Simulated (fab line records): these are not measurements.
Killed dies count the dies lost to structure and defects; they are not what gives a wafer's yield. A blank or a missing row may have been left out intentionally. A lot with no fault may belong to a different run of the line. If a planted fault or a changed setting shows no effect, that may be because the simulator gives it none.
fab line records / flow sky130
record: lots: 6 wafers: 18 last-day: 50
route steps=708 shown POLY_CUT@314 SD_P@320 PAD_OPEN@708
lots untouched by any fault: they come from a run of this same line in which no faults occurred
start-h: start of the lot's first displayed wafer, in hours after the record's first day / wait-h: hours from the lot's prior step to this one / " the same as in the row above / L1.1+2: one row covering several wafers at once / - no value, or no start given / * or withheld: withheld / < > ~ a bound
route shown NAME@n: NAME is a module with steps in the file, n the number in the route of the first one / usual: the fault-free wafers' mean and standard deviation / same: alike in all rows / chamber/n: place in a boat / sites: each site's reading / _std_site: their standard deviation / _edge_site: outer sites' mean less inner sites' / radius-mm: for every site, how far away it sits from the centre of the wafer / mask NAME#n: copy n / behind: the tool/chamber that last shaped the wafer / hold: what put the lot on hold/how long, in hours/how the hold closed / device: transistor that didn't switch, given as n, p or np / end of line: at the end of the route, the tests of the same wafers / a step without rows: its recipe alone / killed: dies that structure and defects cost at the first sort, which is not the same as the wafer's yield / map: shows each die of a wafer: x if killed, . if not, _ if none is there
set.NAME: setting as actually run; set.NAME@STEP: the setting as run at that earlier step / model.NAME: the simulator's own value behind a step, which no gauge read
lots at some steps of the route; a table a step, a row a wafer
services: the hour from which a tool's chamber was out of use, counted from the record's first day as start-h (under 0 if before that day), plus the number of hours and why
== steps ==
step: SKY_POLY_CUT_DEVELOP_07
recipe: develop-time-s: 60 resist: KrF-thick dev-temp-c: 21
step: SKY_POLY_CUT_CD_MEAS_08
recipe: target-cd-nm: 270
usual: cd-nm: 269.9/1.3
lot.wafer=L832.3 tool=cd-sem-01 chamber=- start-h=563.98 wait-h=- cd-nm=269.2
lot.wafer=L832.5 tool=cd-sem-01 chamber=- start-h=563.98 wait-h=- cd-nm=270.3
lot.wafer=L832.6 tool=cd-sem-01 chamber=- start-h=563.98 wait-h=- cd-nm=270.4
lot.wafer=L833.3 tool=cd-sem-01 chamber=- start-h=581.27 wait-h=- cd-nm=270.1
lot.wafer=L833.4 tool=cd-sem-01 chamber=- start-h=581.27 wait-h=- cd-nm=272.5
lot.wafer=L833.6 tool=cd-sem-01 chamber=- start-h=581.27 wait-h=- cd-nm=271.6
lot.wafer=L834.2 tool=cd-sem-02 chamber=- start-h=581.41 wait-h=- cd-nm=268.4
lot.wafer=L834.5 tool=cd-sem-02 chamber=- start-h=581.41 wait-h=- cd-nm=268.5
lot.wafer=L834.6 tool=cd-sem-02 chamber=- start-h=581.41 wait-h=- cd-nm=269.5
lot.wafer=L838.2 tool=cd-sem-01 chamber=- start-h=619.00 wait-h=- cd-nm=269.9
lot.wafer=L838.3 tool=cd-sem-01 chamber=- start-h=619.00 wait-h=- cd-nm=267.8
lot.wafer=L838.4 tool=cd-sem-01 chamber=- start-h=619.00 wait-h=- cd-nm=268.4
lot.wafer=L844.1 tool=cd-sem-01 chamber=- start-h=676.99 wait-h=- cd-nm=270.1
lot.wafer=L844.3 tool=cd-sem-01 chamber=- start-h=676.99 wait-h=- cd-nm=270.0
lot.wafer=L844.6 tool=cd-sem-01 chamber=- start-h=676.99 wait-h=- cd-nm=271.3
lot.wafer=L854.2 tool=cd-sem-02 chamber=- start-h=751.85 wait-h=- cd-nm=270.1
lot.wafer=L854.5 tool=cd-sem-02 chamber=- start-h=751.85 wait-h=- cd-nm=270.3
lot.wafer=L854.6 tool=cd-sem-02 chamber=- start-h=751.85 wait-h=- cd-nm=269.3
step: SKY_POLY_CUT_OVL_MEAS_09
usual: POLY_CUT_OVL: 1/6.1
lot.wafer=L832.3 tool=overlay-02 chamber=- start-h=564.07 wait-h=0.1 POLY_CUT_OVL[nm]=-4
lot.wafer=L832.5 tool=overlay-02 chamber=- start-h=564.07 wait-h=0.1 POLY_CUT_OVL[nm]=-5
lot.wafer=L832.6 tool=overlay-02 chamber=- start-h=564.07 wait-h=0.1 POLY_CUT_OVL[nm]=-2
lot.wafer=L833.3 tool=overlay-01 chamber=- start-h=581.36 wait-h=0.1 POLY_CUT_OVL[nm]=2
lot.wafer=L833.4 tool=overlay-01 chamber=- start-h=581.36 wait-h=0.1 POLY_CUT_OVL[nm]=9
lot.wafer=L833.6 tool=overlay-01 chamber=- start-h=581.36 wait-h=0.1 POLY_CUT_OVL[nm]=10
lot.wafer=L834.2 tool=overlay-02 chamber=- start-h=581.51 wait-h=0.1 POLY_CUT_OVL[nm]=5
lot.wafer=L834.5 tool=overlay-02 chamber=- start-h=581.51 wait-h=0.1 POLY_CUT_OVL[nm]=-2
lot.wafer=L834.6 tool=overlay-02 chamber=- start-h=581.51 wait-h=0.1 POLY_CUT_OVL[nm]=-1
lot.wafer=L838.2 tool=overlay-02 chamber=- start-h=619.11 wait-h=0.1 POLY_CUT_OVL[nm]=2
lot.wafer=L838.3 tool=overlay-02 chamber=- start-h=619.11 wait-h=0.1 POLY_CUT_OVL[nm]=14
lot.wafer=L838.4 tool=overlay-02 chamber=- start-h=619.11 wait-h=0.1 POLY_CUT_OVL[nm]=8
lot.wafer=L844.1 tool=overlay-02 chamber=- start-h=677.11 wait-h=0.1 POLY_CUT_OVL[nm]=-7
lot.wafer=L844.3 tool=overlay-02 chamber=- start-h=677.11 wait-h=0.1 POLY_CUT_OVL[nm]=0
lot.wafer=L844.6 tool=overlay-02 chamber=- start-h=677.11 wait-h=0.1 POLY_CUT_OVL[nm]=-5
lot.wafer=L854.2 tool=overlay-02 chamber=- start-h=751.96 wait-h=0.1 POLY_CUT_OVL[nm]=0
lot.wafer=L854.5 tool=overlay-02 chamber=- start-h=751.96 wait-h=0.1 POLY_CUT_OVL[nm]=3
lot.wafer=L854.6 tool=overlay-02 chamber=- start-h=751.96 wait-h=0.1 POLY_CUT_OVL[nm]=4
step: SKY_POLY_CUT_ETCH_10
recipe: chemistry: N2/H2 target: BARC ion-energy-ev: 200 source-w: 500 bias-w: 100 pressure-mtorr: 30 n2-flow-sccm: 100 h2-flow-sccm: 200 stop-on: SiO2 time-s: 45.9 target-depth-a: 600
usual: drypump-motor-current-A: 5.72/0.29 oes-product-au: 0.855/0.0047 rf-fwd-power-W: 495.0/1.8 throttle-valve-pct: 13.225/0.0091
lot.wafer=L832.3 tool=rie-diel-02 chamber=3 start-h=564.09 wait-h=0.0 drypump-motor-current-A=5.47 oes-product-au=0.858 rf-fwd-power-W=495.0 rf-hours-counter-h=44 throttle-valve-pct=13.218
lot.wafer=L832.5 tool=rie-diel-02 chamber=3 start-h=564.09 wait-h=0.0 drypump-motor-current-A=5.48 oes-product-au=0.856 rf-fwd-power-W=495.0 rf-hours-counter-h=- throttle-valve-pct=13.227
lot.wafer=L832.6 tool=rie-diel-02 chamber=2 start-h=564.09 wait-h=0.0 drypump-motor-current-A=5.32 oes-product-au=0.859 rf-fwd-power-W=495.3 rf-hours-counter-h=- throttle-valve-pct=13.200
lot.wafer=L833.3 tool=rie-diel-02 chamber=0 start-h=581.39 wait-h=0.0 drypump-motor-current-A=5.43 oes-product-au=0.848 rf-fwd-power-W=495.5 rf-hours-counter-h=11 throttle-valve-pct=13.230
lot.wafer=L833.4 tool=rie-diel-02 chamber=3 start-h=581.39 wait-h=0.0 drypump-motor-current-A=5.48 oes-product-au=0.851 rf-fwd-power-W=493.4 rf-hours-counter-h=44 throttle-valve-pct=13.217
lot.wafer=L833.6 tool=rie-diel-02 chamber=0 start-h=581.39 wait-h=0.0 drypump-motor-current-A=5.41 oes-product-au=0.850 rf-fwd-power-W=498.4 rf-hours-counter-h=- throttle-valve-pct=13.209
lot.wafer=L834.2 tool=rie-diel-03 chamber=2 start-h=581.54 wait-h=0.0 drypump-motor-current-A=5.15 oes-product-au=0.854 rf-fwd-power-W=497.7 rf-hours-counter-h=1 throttle-valve-pct=13.213
lot.wafer=L834.5 tool=rie-diel-03 chamber=3 start-h=581.54 wait-h=0.0 drypump-motor-current-A=6.00 oes-product-au=0.866 rf-fwd-power-W=492.0 rf-hours-counter-h=- throttle-valve-pct=13.227
lot.wafer=L834.6 tool=rie-diel-03 chamber=0 start-h=581.54 wait-h=0.0 drypump-motor-current-A=6.12 oes-product-au=0.855 rf-fwd-power-W=496.4 rf-hours-counter-h=- throttle-valve-pct=13.229
lot.wafer=L838.2 tool=rie-diel-03 chamber=2 start-h=619.14 wait-h=0.0 drypump-motor-current-A=5.20 oes-product-au=0.844 rf-fwd-power-W=496.9 rf-hours-counter-h=1 throttle-valve-pct=13.232
lot.wafer=L838.3 tool=rie-diel-03 chamber=3 start-h=619.14 wait-h=0.0 drypump-motor-current-A=6.00 oes-product-au=0.857 rf-fwd-power-W=492.0 rf-hours-counter-h=7 throttle-valve-pct=13.234
lot.wafer=L838.4 tool=rie-diel-03 chamber=0 start-h=619.14 wait-h=0.0 drypump-motor-current-A=6.12 oes-product-au=0.860 rf-fwd-power-W=493.1 rf-hours-counter-h=- throttle-valve-pct=13.219
lot.wafer=L844.1 tool=rie-diel-02 chamber=0 start-h=677.14 wait-h=0.0 drypump-motor-current-A=5.45 oes-product-au=0.858 rf-fwd-power-W=495.6 rf-hours-counter-h=14 throttle-valve-pct=13.210
lot.wafer=L844.3 tool=rie-diel-02 chamber=3 start-h=677.14 wait-h=0.0 drypump-motor-current-A=5.50 oes-product-au=0.854 rf-fwd-power-W=494.7 rf-hours-counter-h=47 throttle-valve-pct=13.200
lot.wafer=L844.6 tool=rie-diel-02 chamber=3 start-h=677.14 wait-h=0.0 drypump-motor-current-A=5.50 oes-product-au=0.859 rf-fwd-power-W=491.1 rf-hours-counter-h=- throttle-valve-pct=13.224
lot.wafer=L854.2 tool=rie-diel-01 chamber=1 start-h=751.99 wait-h=0.0 drypump-motor-current-A=6.10 oes-product-au=0.860 rf-fwd-power-W=499.2 rf-hours-counter-h=2 throttle-valve-pct=13.245
lot.wafer=L854.5 tool=rie-diel-01 chamber=2 start-h=751.99 wait-h=0.0 drypump-motor-current-A=5.81 oes-product-au=0.857 rf-fwd-power-W=493.2 rf-hours-counter-h=- throttle-valve-pct=13.207
lot.wafer=L854.6 tool=rie-diel-01 chamber=0 start-h=751.99 wait-h=0.0 drypump-motor-current-A=5.59 oes-product-au=0.847 rf-fwd-power-W=496.3 rf-hours-counter-h=- throttle-valve-pct=13.222
step: SKY_POLY_CUT_ETCH_11
recipe: target: Si3N4 chemistry: CF4/CH2F2/Ar stop-on: poly-Si source-w: 600 bias-w: 150 pressure-mtorr: 40 cf4-flow-sccm: 40 ch2f2-flow-sccm: 20 Ar_flow_sccm: 150 time-s: 42.5 target-depth-a: 600
usual: drypump-motor-current-A: 5.72/0.3 oes-product-au: 0.827/0.0069 rf-fwd-power-W: 594.1/2.2 throttle-valve-pct: 14.995/0.0085
lot.wafer=L832.3 tool=rie-diel-02 chamber=3 start-h=564.14 wait-h=0.0 drypump-motor-current-A=5.48 oes-product-au=0.826 rf-fwd-power-W=594.2 rf-hours-counter-h=44 throttle-valve-pct=14.993
lot.wafer=L832.5 tool=rie-diel-02 chamber=3 start-h=564.14 wait-h=0.0 drypump-motor-current-A=5.49 oes-product-au=0.818 rf-fwd-power-W=594.2 rf-hours-counter-h=- throttle-valve-pct=15.001
lot.wafer=L832.6 tool=rie-diel-02 chamber=2 start-h=564.14 wait-h=0.0 drypump-motor-current-A=5.33 oes-product-au=0.831 rf-fwd-power-W=597.3 rf-hours-counter-h=- throttle-valve-pct=14.998
lot.wafer=L833.3 tool=rie-diel-02 chamber=0 start-h=581.43 wait-h=0.0 drypump-motor-current-A=5.44 oes-product-au=0.828 rf-fwd-power-W=592.7 rf-hours-counter-h=11 throttle-valve-pct=15.004
lot.wafer=L833.4 tool=rie-diel-02 chamber=3 start-h=581.43 wait-h=0.0 drypump-motor-current-A=5.46 oes-product-au=0.837 rf-fwd-power-W=594.7 rf-hours-counter-h=44 throttle-valve-pct=14.996
lot.wafer=L833.6 tool=rie-diel-02 chamber=0 start-h=581.43 wait-h=0.0 drypump-motor-current-A=5.45 oes-product-au=0.833 rf-fwd-power-W=595.7 rf-hours-counter-h=- throttle-valve-pct=14.991
lot.wafer=L834.2 tool=rie-diel-03 chamber=2 start-h=581.59 wait-h=0.0 drypump-motor-current-A=5.15 oes-product-au=0.833 rf-fwd-power-W=592.4 rf-hours-counter-h=1 throttle-valve-pct=14.989
lot.wafer=L834.5 tool=rie-diel-03 chamber=3 start-h=581.59 wait-h=0.0 drypump-motor-current-A=5.99 oes-product-au=0.818 rf-fwd-power-W=592.3 rf-hours-counter-h=- throttle-valve-pct=14.998
lot.wafer=L834.6 tool=rie-diel-03 chamber=0 start-h=581.59 wait-h=0.0 drypump-motor-current-A=6.11 oes-product-au=0.828 rf-fwd-power-W=595.6 rf-hours-counter-h=- throttle-valve-pct=14.988
lot.wafer=L838.2 tool=rie-diel-03 chamber=2 start-h=619.18 wait-h=0.0 drypump-motor-current-A=5.17 oes-product-au=0.832 rf-fwd-power-W=593.9 rf-hours-counter-h=1 throttle-valve-pct=14.988
lot.wafer=L838.3 tool=rie-diel-03 chamber=3 start-h=619.18 wait-h=0.0 drypump-motor-current-A=5.98 oes-product-au=0.840 rf-fwd-power-W=591.6 rf-hours-counter-h=7 throttle-valve-pct=14.998
lot.wafer=L838.4 tool=rie-diel-03 chamber=0 start-h=619.18 wait-h=0.0 drypump-motor-current-A=6.13 oes-product-au=0.837 rf-fwd-power-W=596.9 rf-hours-counter-h=- throttle-valve-pct=14.975
lot.wafer=L844.1 tool=rie-diel-02 chamber=0 start-h=677.19 wait-h=0.0 drypump-motor-current-A=5.45 oes-product-au=0.833 rf-fwd-power-W=590.4 rf-hours-counter-h=14 throttle-valve-pct=14.994
lot.wafer=L844.3 tool=rie-diel-02 chamber=3 start-h=677.19 wait-h=0.0 drypump-motor-current-A=5.49 oes-product-au=0.823 rf-fwd-power-W=594.9 rf-hours-counter-h=47 throttle-valve-pct=14.994
lot.wafer=L844.6 tool=rie-diel-02 chamber=3 start-h=677.19 wait-h=0.0 drypump-motor-current-A=5.48 oes-product-au=0.834 rf-fwd-power-W=592.6 rf-hours-counter-h=- throttle-valve-pct=14.996
lot.wafer=L854.2 tool=rie-diel-01 chamber=1 start-h=752.03 wait-h=0.0 drypump-motor-current-A=6.15 oes-product-au=0.829 rf-fwd-power-W=593.9 rf-hours-counter-h=2 throttle-valve-pct=14.999
lot.wafer=L854.5 tool=rie-diel-01 chamber=2 start-h=752.03 wait-h=0.0 drypump-motor-current-A=5.80 oes-product-au=0.820 rf-fwd-power-W=591.9 rf-hours-counter-h=- throttle-valve-pct=15.006
lot.wafer=L854.6 tool=rie-diel-01 chamber=0 start-h=752.03 wait-h=0.0 drypump-motor-current-A=5.61 oes-product-au=0.825 rf-fwd-power-W=591.2 rf-hours-counter-h=- throttle-valve-pct=14.994
step: SKY_POLY_CUT_STRIP_12
recipe: chemistry: O2/N2 power-w: 1400 pressure-mtorr: 1500 platen-temp-c: withheld o2-flow-sccm: 3000 n2-flow-sccm: 300 overash-fraction: 0.5
usual: drypump-motor-current-A: 5.8/0.34 oes-product-au: 0.451/0.005 strip-time-to-endpoint-s: 5.345/0.016
lot.wafer=L832.3 tool=plasma-asher-03 chamber=0 start-h=564.21 wait-h=0.1 drypump-motor-current-A=5.6 oes-product-au=0.448 rf-hours-counter-h=- strip-time-to-endpoint-s=5.379
lot.wafer=L832.5 tool=plasma-asher-03 chamber=1 start-h=564.21 wait-h=0.1 drypump-motor-current-A=5.5 oes-product-au=0.448 rf-hours-counter-h=- strip-time-to-endpoint-s=5.354
lot.wafer=L832.6 tool=plasma-asher-03 chamber=0 start-h=564.21 wait-h=0.1 drypump-motor-current-A=5.6 oes-product-au=0.450 rf-hours-counter-h=- strip-time-to-endpoint-s=5.352
lot.wafer=L833.3 tool=plasma-asher-03 chamber=0 start-h=581.50 wait-h=0.1 drypump-motor-current-A=5.6 oes-product-au=0.455 rf-hours-counter-h=- strip-time-to-endpoint-s=5.368
lot.wafer=L833.4 tool=plasma-asher-03 chamber=1 start-h=581.50 wait-h=0.1 drypump-motor-current-A=5.5 oes-product-au=0.453 rf-hours-counter-h=- strip-time-to-endpoint-s=5.361
lot.wafer=L833.6 tool=plasma-asher-03 chamber=1 start-h=581.50 wait-h=0.1 drypump-motor-current-A=5.5 oes-product-au=0.445 rf-hours-counter-h=- strip-time-to-endpoint-s=5.321
lot.wafer=L834.2 tool=plasma-asher-01 chamber=1 start-h=581.63 wait-h=0.0 drypump-motor-current-A=5.7 oes-product-au=0.449 rf-hours-counter-h=86 strip-time-to-endpoint-s=5.348
lot.wafer=L834.5 tool=plasma-asher-01 chamber=0 start-h=581.63 wait-h=0.0 drypump-motor-current-A=5.8 oes-product-au=0.446 rf-hours-counter-h=- strip-time-to-endpoint-s=5.333
lot.wafer=L834.6 tool=plasma-asher-01 chamber=1 start-h=581.63 wait-h=0.0 drypump-motor-current-A=5.6 oes-product-au=0.451 rf-hours-counter-h=- strip-time-to-endpoint-s=5.352
lot.wafer=L838.2 tool=plasma-asher-02 chamber=0 start-h=619.22 wait-h=0.0 drypump-motor-current-A=6.6 oes-product-au=0.461 rf-hours-counter-h=18 strip-time-to-endpoint-s=5.351
lot.wafer=L838.3 tool=plasma-asher-02 chamber=0 start-h=619.22 wait-h=0.0 drypump-motor-current-A=6.6 oes-product-au=0.459 rf-hours-counter-h=- strip-time-to-endpoint-s=5.353
lot.wafer=L838.4 tool=plasma-asher-02 chamber=1 start-h=619.22 wait-h=0.0 drypump-motor-current-A=6.1 oes-product-au=0.450 rf-hours-counter-h=- strip-time-to-endpoint-s=5.324
lot.wafer=L844.1 tool=plasma-asher-01 chamber=1 start-h=677.23 wait-h=0.0 drypump-motor-current-A=5.6 oes-product-au=0.449 rf-hours-counter-h=96 strip-time-to-endpoint-s=5.348
lot.wafer=L844.3 tool=plasma-asher-01 chamber=1 start-h=677.23 wait-h=0.0 drypump-motor-current-A=5.6 oes-product-au=0.447 rf-hours-counter-h=- strip-time-to-endpoint-s=5.335
lot.wafer=L844.6 tool=plasma-asher-01 chamber=1 start-h=677.23 wait-h=0.0 drypump-motor-current-A=5.6 oes-product-au=0.456 rf-hours-counter-h=- strip-time-to-endpoint-s=5.332
lot.wafer=L854.2 tool=plasma-asher-03 chamber=0 start-h=752.07 wait-h=0.0 drypump-motor-current-A=5.6 oes-product-au=0.446 rf-hours-counter-h=64 strip-time-to-endpoint-s=5.322
lot.wafer=L854.5 tool=plasma-asher-03 chamber=0 start-h=752.07 wait-h=0.0 drypump-motor-current-A=5.6 oes-product-au=0.453 rf-hours-counter-h=- strip-time-to-endpoint-s=5.332
lot.wafer=L854.6 tool=plasma-asher-03 chamber=1 start-h=752.07 wait-h=0.0 drypump-motor-current-A=5.5 oes-product-au=0.448 rf-hours-counter-h=- strip-time-to-endpoint-s=5.340
step: SKY_SD_P_DEHYDRATE_00
recipe: temp-c: 200 time-s: 60
step: SKY_SD_P_HMDS_01
recipe: prime-time-s: 60 prime-temp-c: 120
step: SKY_SD_P_COAT_02
recipe: resist: NOVOLAK spin-rpm: 3000 resist-thk-nm: 1140
step: SKY_SD_P_SOFTBAKE_03
recipe: temp-c: 90 time-s: 60 resist: NOVOLAK
step: SKY_SD_P_EXPOSE_04
recipe: mask-id: PSDM na: 0.6 source-shape: conventional sigma-outer: 0.6 polarization: unpolarized target-cd-nm: 380 dose-mj: 138
step: SKY_SD_P_PEB_05
recipe: temp-c: withheld time-s: * resist: NOVOLAK
step: SKY_SD_P_DEVELOP_06
recipe: resist: NOVOLAK developer: TMAH develop-time-s: 60 dev-temp-c: 23
lot.wafer=L832.3+5+6 tool=litho-track-04 chamber=0 start-h=594.13 wait-h=0.1
lot.wafer=L833.3+4+6 tool=litho-track-04 chamber=0 start-h=610.18 wait-h=0.1
lot.wafer=L834.2+5+6 tool=litho-track-04 chamber=0 start-h=610.46 wait-h=0.1
lot.wafer=L838.2+3+4 tool=litho-track-01 chamber=0 start-h=648.06 wait-h=0.1
lot.wafer=L844.1+3+6 tool=litho-track-01 chamber=0 start-h=705.24 wait-h=0.1
lot.wafer=L854.2+5+6 tool=litho-track-02 chamber=0 start-h=778.66 wait-h=0.1
step: SKY_SD_P_CD_MEAS_07
recipe: target-cd-nm: 380
usual: cd-nm: 379.7/2.8
lot.wafer=L832.3 tool=cd-sem-01 chamber=- start-h=594.27 wait-h=0.1 cd-nm=376.7
lot.wafer=L832.5 tool=cd-sem-01 chamber=- start-h=594.27 wait-h=0.1 cd-nm=378.8
lot.wafer=L832.6 tool=cd-sem-01 chamber=- start-h=594.27 wait-h=0.1 cd-nm=377.6
lot.wafer=L833.3 tool=cd-sem-02 chamber=- start-h=610.32 wait-h=0.1 cd-nm=359.5
lot.wafer=L833.4 tool=cd-sem-02 chamber=- start-h=610.32 wait-h=0.1 cd-nm=361.1
lot.wafer=L833.6 tool=cd-sem-02 chamber=- start-h=610.32 wait-h=0.1 cd-nm=363.6
lot.wafer=L834.2 tool=cd-sem-02 chamber=- start-h=610.60 wait-h=0.1 cd-nm=362.7
lot.wafer=L834.5 tool=cd-sem-02 chamber=- start-h=610.60 wait-h=0.1 cd-nm=364.1
lot.wafer=L834.6 tool=cd-sem-02 chamber=- start-h=610.60 wait-h=0.1 cd-nm=363.2
lot.wafer=L838.2 tool=cd-sem-02 chamber=- start-h=648.21 wait-h=0.1 cd-nm=380.2
lot.wafer=L838.3 tool=cd-sem-02 chamber=- start-h=648.21 wait-h=0.1 cd-nm=378.3
lot.wafer=L838.4 tool=cd-sem-02 chamber=- start-h=648.21 wait-h=0.1 cd-nm=376.8
lot.wafer=L844.1 tool=cd-sem-01 chamber=- start-h=705.39 wait-h=0.1 cd-nm=380.9
lot.wafer=L844.3 tool=cd-sem-01 chamber=- start-h=705.39 wait-h=0.1 cd-nm=380.8
lot.wafer=L844.6 tool=cd-sem-01 chamber=- start-h=705.39 wait-h=0.1 cd-nm=382.1
lot.wafer=L854.2 tool=cd-sem-02 chamber=- start-h=778.80 wait-h=0.1 cd-nm=376.9
lot.wafer=L854.5 tool=cd-sem-02 chamber=- start-h=778.80 wait-h=0.1 cd-nm=378.4
lot.wafer=L854.6 tool=cd-sem-02 chamber=- start-h=778.80 wait-h=0.1 cd-nm=378.2
step: SKY_SD_P_OVL_MEAS_08
usual: SD_P_OVL: -1.2/1.6
lot.wafer=L832.3 tool=overlay-01 chamber=- start-h=594.36 wait-h=0.1 SD_P_OVL[nm]=-2.1
lot.wafer=L832.5 tool=overlay-01 chamber=- start-h=594.36 wait-h=0.1 SD_P_OVL[nm]=0.3
lot.wafer=L832.6 tool=overlay-01 chamber=- start-h=594.36 wait-h=0.1 SD_P_OVL[nm]=-1.7
lot.wafer=L833.3 tool=overlay-01 chamber=- start-h=610.41 wait-h=0.1 SD_P_OVL[nm]=-1.6
lot.wafer=L833.4 tool=overlay-01 chamber=- start-h=610.41 wait-h=0.1 SD_P_OVL[nm]=-2.3
lot.wafer=L833.6 tool=overlay-01 chamber=- start-h=610.41 wait-h=0.1 SD_P_OVL[nm]=-0.3
lot.wafer=L834.2 tool=overlay-01 chamber=- start-h=610.71 wait-h=0.1 SD_P_OVL[nm]=-1.8
lot.wafer=L834.5 tool=overlay-01 chamber=- start-h=610.71 wait-h=0.1 SD_P_OVL[nm]=-1.4
lot.wafer=L834.6 tool=overlay-01 chamber=- start-h=610.71 wait-h=0.1 SD_P_OVL[nm]=-1.9
lot.wafer=L838.2 tool=overlay-02 chamber=- start-h=648.31 wait-h=0.1 SD_P_OVL[nm]=-1.8
lot.wafer=L838.3 tool=overlay-02 chamber=- start-h=648.31 wait-h=0.1 SD_P_OVL[nm]=-1.1
lot.wafer=L838.4 tool=overlay-02 chamber=- start-h=648.31 wait-h=0.1 SD_P_OVL[nm]=-1.8
lot.wafer=L844.1 tool=overlay-01 chamber=- start-h=705.51 wait-h=0.1 SD_P_OVL[nm]=-1.3
lot.wafer=L844.3 tool=overlay-01 chamber=- start-h=705.51 wait-h=0.1 SD_P_OVL[nm]=-2.7
lot.wafer=L844.6 tool=overlay-01 chamber=- start-h=705.51 wait-h=0.1 SD_P_OVL[nm]=-1.0
lot.wafer=L854.2 tool=overlay-01 chamber=- start-h=778.91 wait-h=0.1 SD_P_OVL[nm]=-2.9
lot.wafer=L854.5 tool=overlay-01 chamber=- start-h=778.91 wait-h=0.1 SD_P_OVL[nm]=-1.4
lot.wafer=L854.6 tool=overlay-01 chamber=- start-h=778.91 wait-h=0.1 SD_P_OVL[nm]=-3.7
step: SKY_PAD_OPEN_PROBE_99
usual: killed_at_M0_to_M3: 42/7.6 killed_at_M4_up: 2.9/1.7 killed-at-contacts: 24/5.1 killed-at-front-end: 15/4 killed-at-other: 0.2/0.38 killed-dies: 84/9.9 killed-open: 46/7.2 killed-short: 38/6.6
same: gross-dies: 492 killed-at-back-side: 0
lot.wafer=L844.1 tool=prober-01 chamber=- start-h=1156.70 wait-h=0.1 killed_at_M0_to_M3=39 killed_at_M4_up=8 killed-at-contacts=25 killed-at-front-end=16 killed-at-other=0 killed-dies=88 killed-open=57 killed-short=31
lot.wafer=L844.3 tool=prober-01 chamber=- start-h=1156.80 wait-h=0.2 killed_at_M0_to_M3=46 killed_at_M4_up=8 killed-at-contacts=20 killed-at-front-end=8 killed-at-other=0 killed-dies=82 killed-open=45 killed-short=37
lot.wafer=L844.6 tool=prober-01 chamber=- start-h=1156.95 wait-h=0.2 killed_at_M0_to_M3=51 killed_at_M4_up=5 killed-at-contacts=21 killed-at-front-end=10 killed-at-other=0 killed-dies=87 killed-open=46 killed-short=41
killed by level:class
L844.1 CONTACT:geometric-particle:open=15 VIA1:geometric-particle:open=10 VIA3:geometric-particle:open=7 VIA2:geometric-particle:open=7 POLY_GATE:geometric-particle:short=5 METAL4:geometric-particle:short=5 LI_CONTACT:geometric-particle:open=4 METAL1:geometric-particle:short=4
L844.3 VIA3:geometric-particle:open=11 VIA1:geometric-particle:open=8 LI_CONTACT:geometric-particle:open=7 METAL1:geometric-particle:short=7 METAL4:geometric-particle:short=7 VIA2:geometric-particle:open=5 CONTACT:geometric-particle:open=5 METAL3:geometric-particle:short=4
L844.6 VIA1:geometric-particle:open=10 VIA2:geometric-particle:open=9 METAL2:geometric-particle:short=7 VIA3:geometric-particle:open=7 LI_CONTACT:geometric-particle:open=6 LOCAL_INTERCONNECT:geometric-particle:short=6 METAL1:geometric-particle:short=5 VIA2:geometric-particle:short=5
== services ==
tool=rie-diel-03 chamber=2 start-h=593.26 hours=8.8 kind=repair
tool=rie-diel-03 chamber=1 start-h=599.45 hours=20.3 kind=repair
tool=rie-diel-02 chamber=3 start-h=624.54 hours=17.0 kind=repair
tool=rie-diel-01 chamber=2 start-h=625.54 hours=4.6 kind=repair
tool=rie-diel-03 chamber=1 start-h=633.75 hours=9.4 kind=repair
tool=rie-diel-03 chamber=- start-h=643.37 hours=17.9 kind=repair
tool=rie-diel-01 chamber=0 start-h=643.47 hours=- kind=clean
tool=rie-diel-02 chamber=2 start-h=643.97 hours=- kind=clean
tool=rie-diel-02 chamber=2 start-h=643.97 hours=13.9 kind=scheduled-down
tool=rie-diel-02 chamber=2 start-h=643.97 hours=13.9 kind=vent-cycle
tool=rie-diel-03 chamber=2 start-h=683.25 hours=3.7 kind=repair
tool=plasma-asher-02 chamber=- start-h=686.47 hours=2.8 kind=pm
tool=rie-diel-03 chamber=- start-h=703.94 hours=0.5 kind=repair
tool=rie-diel-03 chamber=- start-h=704.36 hours=0.2 kind=repair
tool=rie-diel-03 chamber=0 start-h=708.00 hours=8.7 kind=repair
tool=rie-diel-03 chamber=3 start-h=716.93 hours=8.7 kind=repair
tool=rie-diel-03 chamber=1 start-h=720.08 hours=31.5 kind=repair
tool=rie-diel-01 chamber=2 start-h=732.26 hours=10.7 kind=repair
tool=plasma-asher-01 chamber=- start-h=733.75 hours=9.0 kind=pm
tool=rie-diel-02 chamber=3 start-h=736.41 hours=- kind=clean
tool=rie-diel-02 chamber=3 start-h=736.41 hours=21.1 kind=scheduled-down
tool=rie-diel-02 chamber=3 start-h=736.41 hours=21.1 kind=vent-cycle
tool=rie-diel-01 chamber=3 start-h=749.35 hours=9.6 kind=repair
tool=rie-diel-01 chamber=- start-h=753.62 hours=2.8 kind=pm
== key ==
first-sign: step: SKY_SD_P_CD_MEAS_07 reading: cd-nm direction: down sigmas: 6.2 usual: 379.7 struck: 362.3
effect none on later readings
met-at SKY_SD_P_DEVELOP_06
struck-wafers L833.3,L833.4,L833.6,L834.2,L834.5,L834.6
tester-left-out L833,L834
fault: kind: process-parameter-drift tool: litho-track-04 chamber: - onset-h: 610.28 steps: SKY_SD_P_DEVELOP_06 channel: develop-time-s offset: * shape: step end-h: 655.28 acts-in: * stated: *
tester-left-out: of these lots the tester's yield and bins aren't shown, on N5 and GAA mostly nor the transistor test; their killed dies are dies lost to structure and defects alone, not to doping, threshold or leakage, so they don't give the yield
